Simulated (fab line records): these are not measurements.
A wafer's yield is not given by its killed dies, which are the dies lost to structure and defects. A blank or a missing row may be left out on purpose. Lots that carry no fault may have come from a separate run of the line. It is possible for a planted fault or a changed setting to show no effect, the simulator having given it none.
Which of the tools did it? -- flow sky130 -- 11 lots, 33 wafers sampled, at 3 steps of a route of 708

WHAT THE GAUGES SHOWED, per wafer
SKY_SONOS_ONO_THK_MEAS_01.
lot,measured,on,SONOS_ONO_OXIDATION_THK (nm)
L783,day 11 16:20,film-metro-02,2.62 2.59 2.64
L785,day 12 12:56,film-metro-03,2.58 2.59 2.64
L786,day 12 20:31,film-metro-03,2.50 2.53 2.54
L788,day 13 15:47,film-metro-04,2.63 2.68 2.66
L792,day 14 20:46,film-metro-03,2.30 2.25 2.25
L794,day 15 12:25,film-metro-03,2.21 2.17 2.25
L795,day 15 20:11,film-metro-03,2.71 2.64 2.68
L800,day 17 10:28,film-metro-02,2.70 2.69 2.70
L801,day 17 16:16,film-metro-03,2.78 2.73 2.64
L803,day 18 10:04,film-metro-03,2.66 2.62 2.70
L804,day 18 20:49,film-metro-04,2.69 2.57 2.66

WHICH TOOL RAN EACH LOT (tool, then ch and the chambers of the sampled wafers, then the start)
lot,SKY_VT_ADJUST_LVTN_STRIP_09,SKY_SONOS_ONO_OXIDATION_00
L783,"plasma-asher-04 ch 0,1, day 6 23:17","furnace-02 ch 0, day 11 14:59"
L785,"plasma-asher-04 ch 0,1, day 7 17:41","furnace-01 ch 0, day 12 11:35"
L786,"plasma-asher-01 ch 0,1, day 7 22:50","furnace-01 ch 0, day 12 19:10"
L788,"plasma-asher-04 ch 0,1, day 8 14:44","furnace-01 ch 0, day 13 14:25"
L792,"plasma-asher-02 ch 0,1, day 9 15:44","furnace-01 ch 0, day 14 19:25"
L794,"plasma-asher-02 ch 0,1, day 10 04:39","furnace-01 ch 0, day 15 11:04"
L795,"plasma-asher-01 ch 0,1, day 10 11:32","furnace-02 ch 0, day 15 18:50"
L800,"plasma-asher-04 ch 0,1, day 11 17:36","furnace-02 ch 0, day 17 09:08"
L801,"plasma-asher-01 ch 1, day 11 23:56","furnace-02 ch 0, day 17 14:55"
L803,"plasma-asher-04 ch 0,1, day 12 13:51","furnace-01 ch 0, day 18 08:43"
L804,"plasma-asher-02 ch 0,1, day 12 23:06","furnace-02 ch 0, day 18 19:27"
- SKY_VT_ADJUST_LVTN_STRIP_09: strips in O2/N2.
- SKY_SONOS_ONO_OXIDATION_00: stabilise 600 s, purge 300 s, target thk 2.6 nm.

THE ANSWER, worked out from the rows above alone
Rule: the usual values come from the lots themselves. The widest of any qualifying gaps counts: lots, ordered by their means at a reading, are off when they make up no more than a third of the lots, leave a main group of 4 or more, and stand apart from it by 3 or more times the standard deviation of that group's means. Not used: any main group whose means are identical at the precision the tables above print for the reading. Also off: a lot with no number at a reading for which 4 or more lots have one. Where the step has rows for the other lots, those lots are counted as sound.
Off: L792, L794, seen at SKY_SONOS_ONO_THK_MEAS_01 (SONOS_ONO_OXIDATION_THK). Mean 2.64 nm and standard deviation 0.054 in the main group.
If a tool, at a process step before that reading, ran all the lots that are off and no sound lot after the first of them, it fits. Those tools and the gauges at SKY_SONOS_ONO_THK_MEAS_01 are tried in the same way. Of those tried, none fits.

WHAT THE SIMULATOR PUT IN
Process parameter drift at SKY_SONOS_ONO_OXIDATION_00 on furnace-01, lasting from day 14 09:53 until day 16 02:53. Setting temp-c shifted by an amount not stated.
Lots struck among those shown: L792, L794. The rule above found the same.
